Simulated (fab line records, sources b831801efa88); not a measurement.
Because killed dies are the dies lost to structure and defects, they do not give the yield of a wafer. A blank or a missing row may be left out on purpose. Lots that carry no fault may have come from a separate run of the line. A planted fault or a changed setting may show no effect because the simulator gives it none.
Which tool is to blame? | flow sky130 | 33 wafers from 11 lots sampled at 5 of the route's 708 steps

WHAT THE GAUGES SHOWED, per wafer
SKY_CAPM_THK_MEAS_01. Usual: CAPM_CVD_00_THK typically reads 15.51 nm, with standard deviation 0.22.
lot  | measured     | on            | CAPM_CVD_00_THK (nm) | flag
L896 | day 35 21:56 | film_metro-01 | 15.29 15.28 15.57    |
L898 | day 36 21:52 | film_metro-04 | 15.41 15.77 15.42    |
L900 | day 37 13:44 | film_metro-02 | 15.56 15.59 15.38    |
L906 | day 39 09:53 | film_metro-01 | 15.48 15.21 15.53    |
L907 | day 39 16:52 | film_metro-02 | 16.01 16.27 16.07    |
L911 | day 40 16:30 | film_metro-04 | 15.41 15.53 15.74    |
L912 | day 41 07:34 | film_metro-04 | 15.86 15.49 15.63    |
L914 | day 41 12:44 | film_metro-04 | 15.37 15.43 15.56    |
L915 | day 41 18:32 | film_metro-01 | 15.42 15.11 15.96    |
L916 | day 42 05:59 | film_metro-01 | 15.53 15.30 15.70    |
L917 | day 42 19:07 | film_metro-02 | 15.28 15.04 15.60    |

SKY_CAPM_THK_MEAS_04: measures by xrf. Usual: CAPM_TIN_THK typically reads 197.3 nm, with standard deviation 2.
lot  | measured     | on            | CAPM_TIN_THK (nm) | flag
L896 | day 35 22:14 | film_metro-04 | 197.2 194.7 196.0 |
L898 | day 36 22:10 | film_metro-02 | 201.9 198.5 199.7 |
L900 | day 37 14:02 | film_metro-04 | 196.0 193.6 195.7 |
L906 | day 39 10:11 | film_metro-02 | 199.4 199.5 197.0 |
L907 | day 39 17:09 | film_metro-01 | 197.5 199.0 198.6 |
L911 | day 40 16:47 | film_metro-04 | 196.2 194.0 196.8 |
L912 | day 41 07:51 | film_metro-02 | 202.1 200.9 199.9 |
L914 | day 41 13:02 | film_metro-01 | 197.6 196.3 196.0 |
L915 | day 41 18:50 | film_metro-02 | 196.4 198.9 195.7 |
L916 | day 42 06:16 | film_metro-02 | 198.4 195.6 195.7 |
L917 | day 42 19:24 | film_metro-04 | 194.4 196.2 195.6 |

SKY_METAL3_OVL_MEAS_14. Usual: METAL3_OVL typically reads -3 nm, with standard deviation 5.1.
lot  | measured     | on         | METAL3_OVL (nm) | flag
L896 | day 38 02:13 | overlay-01 | -9 -4 -9        |
L898 | day 39 00:29 | overlay-01 | 2 -12 -3        |
L900 | day 39 18:04 | overlay-02 | 9 7 4           |
L906 | day 41 12:37 | overlay-01 | -2 -5 6         |
L907 | day 41 18:01 | overlay-01 | -4 4 -9         |
L911 | day 42 16:04 | overlay-01 | -6 -8 -9        |
L912 | day 43 07:07 | overlay-02 | -2 5 10         |
L914 | day 43 11:48 | overlay-02 | -3 -6 -8        |
L915 | day 43 17:46 | overlay-02 | 0 2 1           |
L916 | day 44 05:05 | overlay-01 | -8 -12 -17      |
L917 | day 44 18:56 | overlay-01 | -9 -4 -4        |

TOOL THAT RAN EACH LOT (tool first, then ch and the chambers of the sampled wafers, then the start)
lot  | SKY_CAPM_CVD_00                 | SKY_CAPM_STRIP_14
L896 | pecvd-03 ch 0,2, day 35 21:55   | plasma_asher-03 ch 0,1, day 37 00:11
L898 | pecvd-04 ch 1,2, day 36 21:50   | plasma_asher-04 ch 0,1, day 37 22:37
L900 | pecvd-04 ch 0,2, day 37 13:42   | plasma_asher-01 ch 0,1, day 38 17:22
L906 | pecvd-01 ch 0,2, day 39 09:52   | plasma_asher-04 ch 0, day 40 11:41
L907 | pecvd-04 ch 0,1,2, day 39 16:50 | plasma_asher-01 ch 1, day 40 17:35
L911 | pecvd-03 ch 0,2, day 40 16:28   | plasma_asher-03 ch 0,1, day 41 16:35
L912 | pecvd-01 ch 1,2, day 41 07:32   | plasma_asher-01 ch 0,1, day 42 07:12
L914 | pecvd-03 ch 0,1,2, day 41 12:43 | plasma_asher-01 ch 0,1, day 42 12:09
L915 | pecvd-01 ch 1,2, day 41 18:31   | plasma_asher-01 ch 0,1, day 42 17:53
L916 | pecvd-04 ch 0,1,2, day 42 05:57 | plasma_asher-03 ch 0,1, day 43 05:24
L917 | pecvd-01 ch 0,2, day 42 19:04   | plasma_asher-03 ch 0,1, day 43 19:08
- SKY_CAPM_CVD_00: deposits SiO2, target thk 15.5 nm.
- SKY_CAPM_STRIP_14: strips in O2/N2.

AS READ BY THE TOOLS THEMSELVES (means over the sampled wafers that have a number; for cases with no such wafer, the mark the record gives instead)
SKY_CAPM_CVD_00. Usual: 686 W for heater_power_w, sd 110.
lot  | tool     | heater_power_w (W) | flag
L896 | pecvd-03 | 643                |
L898 | pecvd-04 | 696                |
L900 | pecvd-04 | 725                |
L906 | pecvd-01 | 769                |
L907 | pecvd-04 | 716                |
L911 | pecvd-03 | 626                |
L912 | pecvd-01 | 548                |
L914 | pecvd-03 | 658                |
L915 | pecvd-01 | 609                |
L916 | pecvd-04 | 745                |
L917 | pecvd-01 | 870                |

SKY_CAPM_STRIP_14. Usual: chamber_pressure_mTorr 1499.9 mTorr, standard deviation 1.4; drypump_motor_current_A 5.6 A, standard deviation 0.34; oes_product_au 0.710 a.u., standard deviation 0.0046; strip_time_to_endpoint_s 12.66 s, standard deviation 0.042.
lot  | tool            | chamber_pressure_mTorr (mTorr) | drypump_motor_current_A (A) | oes_product_au (a.u.) | strip_time_to_endpoint_s (s) | flag
L896 | plasma_asher-03 | 1499.4                         | 5.6                         | 0.709                 | 12.70                        |
L898 | plasma_asher-04 | 1499.8                         | 5.1                         | 0.706                 | 12.71                        |
L900 | plasma_asher-01 | 1499.6                         | 5.6                         | 0.713                 | 12.67                        |
L906 | plasma_asher-04 | 1498.7                         | 5.4                         | 0.707                 | 12.65                        |
L907 | plasma_asher-01 | 1500.9                         | 5.5                         | 0.710                 | 12.71                        |
L911 | plasma_asher-03 | 1498.8                         | 5.6                         | 0.710                 | 12.75                        |
L912 | plasma_asher-01 | 1500.2                         | 5.8                         | 0.709                 | 12.62                        |
L914 | plasma_asher-01 | 1500.1                         | 5.8                         | 0.710                 | 12.70                        |
L915 | plasma_asher-01 | 1500.4                         | 5.6                         | 0.708                 | 12.61                        |
L916 | plasma_asher-03 | 1499.8                         | 5.7                         | 0.710                 | 12.56                        |
L917 | plasma_asher-03 | 1501.2                         | 5.8                         | 0.708                 | 12.63                        |

THE ANSWER, worked out from the rows above alone
Rule: lot off if the mean of its wafers having a number is beyond 3 standard deviations from the usual mean. Also off: a lot with no number at a reading for which 4 or more lots have one. The other lots that the step has rows for count as sound. After the gauges, taken in route order, come the tools' own readings; for these a lot's mean is taken, as printed above. The first step at which some lot is off is used, and at that step the reading that is off furthest; a lot without a number counts as furthest.
Nothing can be told from this: no lot is off at any reading shown.

WHAT THE SIMULATOR HAD PUT IN
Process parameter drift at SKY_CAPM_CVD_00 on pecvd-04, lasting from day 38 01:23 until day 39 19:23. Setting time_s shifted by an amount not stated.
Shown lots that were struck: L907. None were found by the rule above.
